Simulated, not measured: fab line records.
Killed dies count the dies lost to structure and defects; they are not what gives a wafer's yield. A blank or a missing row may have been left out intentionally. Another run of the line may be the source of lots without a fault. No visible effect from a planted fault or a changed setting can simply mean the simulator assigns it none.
fab line records ; flow sky130
record: lots: 5; wafers: 15; last-day: 50
route steps=708 shown CAP2M@620 METAL4@621 PAD_OPEN@708
lots untouched by any fault: they come from a run of this same line in which no faults occurred
start-h: hours from the record's opening day to when the first of the lot's shown wafers began ; wait-h: hours from the lot's prior step to this one ; " repeats the value in the row above ; L1.1+2: a single row standing in for several wafers ; - either no value or no given start ; * or withheld: withheld ; < > ~ a bound
route shown NAME@n: names a module that has steps shown in the file, with the first one's number in the route ; usual: the fault-free wafers' mean and standard deviation ; same: alike in all rows ; chamber/n: place in a boat ; sites: per-site readings ; _std_site: standard deviation across them ; _edge_site: mean of outer sites minus mean of inner sites ; radius-mm: how far each site lies from the wafer's centre ; mask NAME#n: copy n ; behind: the last tool/chamber to shape the wafer ; hold: why the lot went on hold/how many hours it stayed there/how the hold came to an end ; device: names the non-switching transistor (n, p or np) ; end of line: the tests these same wafers got at the end of their route ; step lacking rows: just its recipe ; killed: the dies lost at the first sort to structure and to defects; this is not the yield of the wafer ; map: a wafer's dies, marking killed ones x, the rest . and places with no die _
set.NAME: the setting as run; set.NAME@STEP: as run at that earlier step ; model.NAME: the simulator's own value behind a step, which no gauge read
a table for each step, a row for each wafer; lots at some steps of the route
services: the hour from which a tool's chamber was out of use, counted from the record's first day as start-h (under 0 if before that day), plus the number of hours and why
== steps ==
step: SKY_CAP2M_CLEAN_17
recipe: chemistry: O3/DIW; dry: n2-spin
step: SKY_METAL4_DEHYDRATE_05
recipe: temp-c: 200; time-s: 60
step: SKY_METAL4_HMDS_06
recipe: prime-time-s: 60; prime-temp-c: 119.6
step: SKY_METAL4_COAT_07
recipe: resist: BARC; temp-c: withheld; time-s: withheld; spin-rpm: 3000; resist-thk-nm: 60
step: SKY_METAL4_COAT_08
recipe: resist: KrF-thick; spin-rpm: 3000; resist-thk-nm: 1140
step: SKY_METAL4_SOFTBAKE_09
recipe: temp-c: 100; time-s: 90; resist: KrF-thick
step: SKY_METAL4_EXPOSE_10
recipe: mask-id: MM4; na: 0.68; source-shape: annular; sigma-inner: 0.4; sigma-outer: 0.8; target-cd-nm: 300; dose-mj: 28
step: SKY_METAL4_PEB_11
recipe: peb-temp-c: withheld; peb-time-s: withheld; resist: KrF-thick
step: SKY_METAL4_DEVELOP_12
recipe: develop-time-s: 60; resist: KrF-thick; dev-temp-c: 21
step: SKY_METAL4_CD_MEAS_13
recipe: target-cd-nm: 300
usual: cd-nm: 300.0/1.5
lot.wafer;tool;chamber;start-h;wait-h;cd-nm
L429.1;cd-sem-01;-;1001.44;-;298.8
L429.4;cd-sem-01;-;1001.44;-;299.9
L429.6;cd-sem-01;-;1001.44;-;299.3
L431.1;cd-sem-01;-;1021.09;-;299.8
L431.2;cd-sem-01;-;1021.09;-;299.2
L431.6;cd-sem-01;-;1021.09;-;298.7
L443.2;cd-sem-01;-;1115.16;-;299.3
L443.3;cd-sem-01;-;1115.16;-;300.4
L443.4;cd-sem-01;-;1115.16;-;301.0
L444.1;cd-sem-02;-;1116.29;-;300.4
L444.4;cd-sem-02;-;1116.29;-;299.8
L444.5;cd-sem-02;-;1116.29;-;301.1
L449.1;cd-sem-02;-;1137.84;-;301.8
L449.2;cd-sem-02;-;1137.84;-;300.4
L449.3;cd-sem-02;-;1137.84;-;302.0
step: SKY_METAL4_OVL_MEAS_14
usual: METAL4_OVL: -2/4.8
lot.wafer;tool;chamber;start-h;wait-h;METAL4_OVL[nm]
L429.1;overlay-01;-;1001.56;0.1;-3
L429.4;overlay-01;-;1001.56;0.1;3
L429.6;overlay-01;-;1001.56;0.1;0
L431.1;overlay-02;-;1021.21;0.1;-7
L431.2;overlay-02;-;1021.21;0.1;-13
L431.6;overlay-02;-;1021.21;0.1;-5
L443.2;overlay-01;-;1115.26;0.1;-2
L443.3;overlay-01;-;1115.26;0.1;-3
L443.4;overlay-01;-;1115.26;0.1;-2
L444.1;overlay-01;-;1116.41;0.1;-2
L444.4;overlay-01;-;1116.41;0.1;-7
L444.5;overlay-01;-;1116.41;0.1;12
L449.1;overlay-01;-;1137.96;0.1;-6
L449.2;overlay-01;-;1137.96;0.1;-11
L449.3;overlay-01;-;1137.96;0.1;-10
step: SKY_METAL4_DESCUM_15
recipe: chemistry: O2; source-power-w: 150; bias-power-w: 0; pressure-mtorr: 10; temp-c: 40; time-s: 8
usual: drypump-motor-current-A: 5.9/0.54; oes-product-au: 1.002/0.0073
lot.wafer;tool;chamber;start-h;wait-h;drypump-motor-current-A;oes-product-au;rf-hours-counter-h
L429.1;rie-metal-03;1;1001.59;0.0;5.6;0.991;15
L429.4;rie-metal-03;0;1001.59;0.0;6.1;1.005;-
L429.6;rie-metal-03;1;1001.59;0.0;5.6;1.000;-
L431.1;rie-metal-01;0;1021.25;0.0;5.3;1.003;16
L431.2;rie-metal-01;1;1021.25;0.0;6.8;1.001;14
L431.6;rie-metal-01;1;1021.25;0.0;6.8;0.998;-
L443.2;rie-metal-01;1;1115.29;0.0;6.8;0.999;23
L443.3;rie-metal-01;1;1115.29;0.0;6.8;0.990;-
L443.4;rie-metal-01;0;1115.29;0.0;5.4;1.009;-
L444.1;rie-metal-04;0;1116.44;0.0;5.9;1.006;11
L444.4;rie-metal-04;1;1116.44;0.0;5.2;0.998;-
L444.5;rie-metal-04;0;1116.44;0.0;5.9;0.999;-
L449.1;rie-metal-03;0;1137.99;0.0;6.1;1.000;23
L449.2;rie-metal-03;1;1137.99;0.0;5.6;0.993;22
L449.3;rie-metal-03;0;1137.99;0.0;6.1;1.007;-
step: SKY_METAL4_ETCH_16
recipe: chemistry: N2/H2; target: BARC; ion-energy-ev: 200; bias-w: 100; pressure-mtorr: 30; n2-flow-sccm: 100; h2-flow-sccm: 200; icp-w: 500; stop-on: SiO2; time-s: 88.2; target-depth-a: 600
usual: bias-w: 100.02/0.25; drypump-motor-current-A: 5.9/0.54; oes-product-au: 0.625/0.0045; throttle-valve-pct: 13.204/0.0089
lot.wafer;tool;chamber;start-h;wait-h;bias-w;drypump-motor-current-A;oes-product-au;rf-hours-counter-h;throttle-valve-pct
L429.1;rie-metal-03;1;1001.62;0.0;100.20;5.6;0.629;15;13.181
L429.4;rie-metal-03;0;1001.62;0.0;78.28;6.1;0.622;-;13.212
L429.6;rie-metal-03;1;1001.62;0.0;99.96;5.6;0.632;-;13.207
L431.1;rie-metal-01;0;1021.28;0.0;100.21;5.3;0.624;16;13.189
L431.2;rie-metal-01;1;1021.28;0.0;100.36;6.7;0.623;14;13.218
L431.6;rie-metal-01;1;1021.28;0.0;100.35;6.8;0.629;-;13.201
L443.2;rie-metal-01;1;1115.32;0.0;100.05;6.8;0.631;23;13.203
L443.3;rie-metal-01;1;1115.32;0.0;100.36;6.7;0.626;-;13.203
L443.4;rie-metal-01;0;1115.32;0.0;99.82;5.4;0.631;-;13.209
L444.1;rie-metal-04;0;1116.47;0.0;99.85;6.0;0.627;11;13.195
L444.4;rie-metal-04;1;1116.47;0.0;100.17;5.2;0.620;-;13.208
L444.5;rie-metal-04;0;1116.47;0.0;100.26;6.0;0.625;-;13.204
L449.1;rie-metal-03;0;1138.03;0.0;99.93;6.1;0.621;23;13.214
L449.2;rie-metal-03;1;1138.03;0.0;100.14;5.6;0.628;22;13.211
L449.3;rie-metal-03;0;1138.03;0.0;99.87;6.1;0.628;-;13.197
step: SKY_METAL4_ETCH_17
recipe: target: SiO2; stop-on: TiN; chemistry: C4F8/O2/Ar; source-w: 1500; bias-w: 1200; pressure-mtorr: 40; c4f8-flow-sccm: withheld; O2_flow_sccm: 6; Ar_flow_sccm: 300; time-s: 3.9; target-depth-a: 150
usual: bias-w: 1200/3; oes-product-au: 0.755/0.0075
lot.wafer;tool;chamber;start-h;wait-h;bias-w;oes-product-au;rf-hours-counter-h
L429.1;rie-diel-03;2;1001.72;0.1;1201;0.756;9
L429.4;rie-diel-03;1;1001.72;0.1;1198;0.753;13
L429.6;rie-diel-03;2;1001.72;0.1;1205;0.752;-
L431.1;rie-diel-03;1;1021.38;0.1;1196;0.752;14
L431.2;rie-diel-03;3;1021.38;0.1;1198;0.758;19
L431.6;rie-diel-03;3;1021.38;0.1;1204;0.770;-
L443.2;rie-diel-01;2;1115.42;0.1;1197;0.750;17
L443.3;rie-diel-01;0;1115.42;0.1;1200;0.747;23
L443.4;rie-diel-01;1;1115.42;0.1;1205;0.766;8
L444.1;rie-diel-03;3;1116.57;0.1;1195;0.746;22
L444.4;rie-diel-03;1;1116.57;0.1;1199;0.748;17
L444.5;rie-diel-03;0;1116.57;0.1;1199;0.768;-
L449.1;rie-diel-03;2;1138.17;0.1;1199;0.753;14
L449.2;rie-diel-03;0;1138.17;0.1;1196;0.739;19
L449.3;rie-diel-03;3;1138.17;0.1;1201;0.757;22
step: SKY_PAD_OPEN_PROBE_99
usual: defect-limited-yield: 83.0/1.9; killed_at_M0_to_M3: 43/6.9; killed_at_M4_up: 3.1/1.9; killed-at-contacts: 24/5.4; killed-at-front-end: 14/4.3; killed-at-other: 0.3/0.53; killed-dies: 84/9.5; killed-open: 46/6.8; killed-short: 38/6; sort_bin_3_pad_short: 0.9/0.46; sort_bin_5_function: 10.0/1.4; sort_bin_6_memory: 6.1/1.1; sort-n-pass: 408/9.5; sort-yield-pct: 83.0/1.9
same: gross-dies: 492; killed-at-back-side: 0; sort_bin_4_leakage[%]: 0; sort_bin_8_speed[%]: 0
lot.wafer;tool;chamber;start-h;wait-h;defect-limited-yield[%];killed_at_M0_to_M3;killed_at_M4_up;killed-at-contacts;killed-at-front-end;killed-at-other;killed-dies;killed-open;killed-short;sort_bin_3_pad_short[%];sort_bin_5_function[%];sort_bin_6_memory[%];sort-n-pass;sort-yield-pct[%]
L429.1;prober-01;-;1096.40;0.1;83.9;41;2;15;21;0;79;39;40;0.4;10.8;4.9;413;83.9
L429.4;prober-01;-;1096.55;0.2;81.5;50;1;29;10;1;91;49;42;0.6;12.4;5.5;401;81.5
L429.6;prober-01;-;1096.65;0.2;85.0;38;5;14;17;0;74;38;36;0.6;8.3;6.1;418;85.0
L431.1;prober-02;-;1111.35;0.1;81.9;30;4;34;21;0;89;46;43;1.8;8.7;7.5;403;81.9
L431.2;prober-02;-;1111.40;0.1;81.1;49;2;21;21;0;93;45;48;1.4;10.2;7.3;399;81.1
L431.6;prober-02;-;1111.60;0.2;81.5;50;6;31;4;0;91;51;40;0.4;11.2;6.9;401;81.5
L443.2;prober-01;-;1192.99;0.1;82.3;49;2;23;13;0;87;49;38;1.0;9.8;6.9;405;82.3
L443.3;prober-01;-;1193.04;0.2;86.0;41;3;16;9;0;69;48;21;0.4;8.9;4.7;423;86.0
L443.4;prober-01;-;1193.09;0.2;80.5;47;3;39;7;0;96;60;36;1.0;10.8;7.7;396;80.5
L444.1;prober-02;-;1193.74;0.1;85.2;44;2;19;8;0;73;40;32;0.4;9.6;4.9;419;85.2
L444.4;prober-02;-;1193.89;0.2;85.4;37;5;19;11;0;72;39;32;0.4;9.6;4.7;420;85.4
L444.5;prober-02;-;1193.94;0.2;84.1;40;2;16;20;0;78;39;38;1.8;8.5;5.5;414;84.1
killed by level:class
L429.1 FIELD_ISO:geometric-particle:short=7 LI_CONTACT:geometric-particle:open=7 VIA2:geometric-particle:open=7 FIELD_ISO:geometric-particle:open=6 VIA1:geometric-particle:open=5 METAL2:geometric-particle:short=5 VIA2:geometric-particle:short=5 VIA3:geometric-particle:open=5
L429.4 CONTACT:geometric-particle:open=10 VIA2:geometric-particle:open=8 LOCAL_INTERCONNECT:geometric-particle:short=8 METAL2:geometric-particle:short=8 VIA3:geometric-particle:open=8 LI_CONTACT:geometric-particle:open=7 METAL1:geometric-particle:short=5 VIA1:geometric-particle:open=5
L429.6 VIA1:geometric-particle:open=9 VIA2:geometric-particle:open=6 FIELD_ISO:geometric-particle:open=4 METAL4:geometric-particle:short=4 POLY_GATE:geometric-particle:short=4 METAL1:geometric-particle:short=4 VIA3:geometric-particle:short=4 VIA3:geometric-particle:open=4
L431.1 CONTACT:geometric-particle:open=13 LI_CONTACT:geometric-particle:open=9 METAL2:geometric-particle:short=8 POLY_GATE:geometric-particle:open=7 FIELD_ISO:geometric-particle:short=5 LOCAL_INTERCONNECT:geometric-particle:short=5 CONTACT:geometric-particle:short=5 VIA1:geometric-particle:open=5
L431.2 METAL3:geometric-particle:short=8 VIA2:geometric-particle:open=8 FIELD_ISO:geometric-particle:open=7 CONTACT:geometric-particle:open=7 VIA3:geometric-particle:open=7 VIA1:geometric-particle:open=7 LOCAL_INTERCONNECT:geometric-particle:short=6 VIA3:geometric-particle:short=5
L431.6 CONTACT:geometric-particle:open=12 VIA1:geometric-particle:open=10 VIA3:geometric-particle:open=10 METAL2:geometric-particle:short=9 VIA2:geometric-particle:open=7 LI_CONTACT:geometric-particle:open=6 METAL4:geometric-particle:short=6 CONTACT:geometric-particle:short=5
L443.2 VIA1:geometric-particle:open=16 CONTACT:geometric-particle:open=8 METAL1:geometric-particle:short=5 LI_CONTACT:geometric-particle:open=5 CONTACT:geometric-particle:short=5 METAL2:geometric-particle:short=5 LI_CONTACT:geometric-particle:short=4 VIA2:geometric-particle:open=4
L443.3 VIA1:geometric-particle:open=12 VIA3:geometric-particle:open=6 CONTACT:geometric-particle:open=6 VIA2:geometric-particle:open=6 METAL1:geometric-particle:short=5 FIELD_ISO:geometric-particle:open=4 LI_CONTACT:geometric-particle:open=4 METAL3:geometric-particle:open=3
L443.4 VIA1:geometric-particle:open=15 CONTACT:geometric-particle:open=13 LI_CONTACT:geometric-particle:open=12 LI_CONTACT:geometric-particle:short=6 VIA3:geometric-particle:open=6 CONTACT:geometric-particle:short=5 METAL1:geometric-particle:short=5 VIA2:geometric-particle:open=5
L444.1 VIA1:geometric-particle:open=9 CONTACT:geometric-particle:open=7 VIA2:geometric-particle:open=6 METAL3:geometric-particle:short=5 LI_CONTACT:geometric-particle:open=5 METAL1:geometric-particle:short=4 VIA2:geometric-particle:short=4 CONTACT:geometric-particle:short=3
L444.4 CONTACT:geometric-particle:open=6 VIA1:geometric-particle:open=6 VIA3:geometric-particle:open=6 METAL2:geometric-particle:short=5 LI_CONTACT:geometric-particle:open=5 POLY_GATE:geometric-particle:open=4 METAL1:geometric-particle:short=4 VIA1:geometric-particle:short=4
L444.5 VIA1:geometric-particle:open=8 CONTACT:geometric-particle:open=6 METAL1:geometric-particle:short=6 VIA3:geometric-particle:short=6 FIELD_ISO:geometric-particle:open=5 FIELD_ISO:geometric-particle:short=4 LI_CONTACT:geometric-particle:open=4 VIA2:geometric-particle:short=4
== services ==
tool;chamber;start-h;hours;kind
rie-diel-03;-;984.52;0.3;repair
rie-diel-03;3;1010.25;7.2;repair
rie-diel-03;0;1019.57;14.4;repair
rie-diel-03;2;1019.70;23.2;repair
rie-metal-04;-;1028.83;28.1;pm
rie-diel-01;2;1046.03;1.7;repair
rie-metal-03;-;1046.07;28.1;pm
rie-diel-01;2;1051.45;2.9;repair
rie-diel-01;-;1081.61;0.8;repair
rie-diel-03;3;1088.61;8.7;repair
rie-diel-01;0;1090.00;1.7;repair
rie-diel-03;3;1117.47;5.6;repair
== key ==
first-sign: step: SKY_METAL4_ETCH_16; reading: bias-w; direction: down; sigmas: 87; usual: 100.02; struck: 78.28
effect none on later readings
met-at SKY_METAL4_ETCH_16
struck-wafers L429.4
fault: kind: process-parameter-drift; tool: rie-metal-03; chamber: 0; onset-h: 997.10; steps: SKY_METAL4_ETCH_16; channel: bias-w; offset: -21.695; shape: step; end-h: 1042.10; acts-in: these-recipes-only; stated: 100
